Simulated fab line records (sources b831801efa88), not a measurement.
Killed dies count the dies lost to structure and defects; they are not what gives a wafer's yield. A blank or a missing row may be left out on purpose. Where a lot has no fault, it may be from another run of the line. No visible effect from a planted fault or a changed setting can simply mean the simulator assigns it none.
Which tool was responsible? || flow gf180mcu || 7 lots with 21 wafers sampled at 4 steps, on a route of 602 steps

WHAT THE GAUGES READ, wafer by wafer
GF_M3_CD_MEAS_14: target cd 280 nm.
{"lot": "L658", "measured": "day 23 08:13", "on": "cd sem-02", "cd nm (nm)": "279.9 278.4 278.5"}
{"lot": "L660", "measured": "day 23 15:28", "on": "cd sem-02", "cd nm (nm)": "280.1 279.5 280.0"}
{"lot": "L665", "measured": "day 25 15:56", "on": "cd sem-02", "cd nm (nm)": "282.1 282.5 282.7"}
{"lot": "L668", "measured": "day 26 21:31", "on": "cd sem-02", "cd nm (nm)": "279.6 280.0 279.8"}
{"lot": "L670", "measured": "day 27 08:43", "on": "cd sem-02", "cd nm (nm)": "278.8 279.7 278.3"}
{"lot": "L672", "measured": "day 27 20:38", "on": "cd sem-02", "cd nm (nm)": "280.1 281.4 280.5"}
{"lot": "L674", "measured": "day 28 09:20", "on": "cd sem-01", "cd nm (nm)": "280.8 280.2 279.0"}

WHICH TOOL RAN EACH LOT (tool, then ch and the chambers of the sampled wafers, then the start)
{"lot": "L658", "GF_V2_STRIP_18": "plasma asher-02 ch 0,1, day 22 08:03", "GF_V2_SPUTTER_22": "pvd sputter-04, day 22 08:39", "GF_M3_SPUTTER_03": "pvd sputter-03, day 22 09:26"}
{"lot": "L660", "GF_V2_STRIP_18": "plasma asher-04 ch 0,1, day 22 15:07", "GF_V2_SPUTTER_22": "pvd sputter-02, day 22 15:44", "GF_M3_SPUTTER_03": "pvd sputter-01, day 22 16:32"}
{"lot": "L665", "GF_V2_STRIP_18": "plasma asher-02 ch 0,1, day 24 16:33", "GF_V2_SPUTTER_22": "pvd sputter-04, day 24 17:09", "GF_M3_SPUTTER_03": "pvd sputter-01, day 24 17:56"}
{"lot": "L668", "GF_V2_STRIP_18": "plasma asher-02 ch 1, day 25 23:00", "GF_V2_SPUTTER_22": "pvd sputter-02, day 25 23:37", "GF_M3_SPUTTER_03": "pvd sputter-03, day 26 00:25"}
{"lot": "L670", "GF_V2_STRIP_18": "plasma asher-04 ch 0,1, day 26 11:01", "GF_V2_SPUTTER_22": "pvd sputter-01, day 26 11:39", "GF_M3_SPUTTER_03": "pvd sputter-03, day 26 12:26"}
{"lot": "L672", "GF_V2_STRIP_18": "plasma asher-01 ch 0,1, day 26 23:31", "GF_V2_SPUTTER_22": "pvd sputter-01, day 27 00:07", "GF_M3_SPUTTER_03": "pvd sputter-03, day 27 00:55"}
{"lot": "L674", "GF_V2_STRIP_18": "plasma asher-01 ch 0,1, day 27 12:32", "GF_V2_SPUTTER_22": "pvd sputter-04, day 27 13:10", "GF_M3_SPUTTER_03": "pvd sputter-03, day 27 13:57"}
- GF_V2_STRIP_18: strips in O2/N2.
- GF_V2_SPUTTER_22: material TiN, target thk 10 nm, time 40 s.
- GF_M3_SPUTTER_03: material Ti, target thk 10 nm, time 6.7 s.

THE ANSWER, worked out from the rows above alone
Rule: usual is defined by the lots themselves. The widest of any qualifying gaps counts: lots, ordered by their means at a reading, are off when they make up no more than a third of the lots, leave a main group of 4 or more, and stand apart from it by 3 or more times the standard deviation of that group's means. A main group is skipped when, at the precision printed for the reading in the tables above, its means are all equal. A lot without any number at a reading at which 4 lots or more have one is off too. Any other lot the step has rows for is counted as sound.
No lot is off on any of the readings shown, so nothing can be concluded from this.

WHAT THE SIMULATOR HAD INSERTED
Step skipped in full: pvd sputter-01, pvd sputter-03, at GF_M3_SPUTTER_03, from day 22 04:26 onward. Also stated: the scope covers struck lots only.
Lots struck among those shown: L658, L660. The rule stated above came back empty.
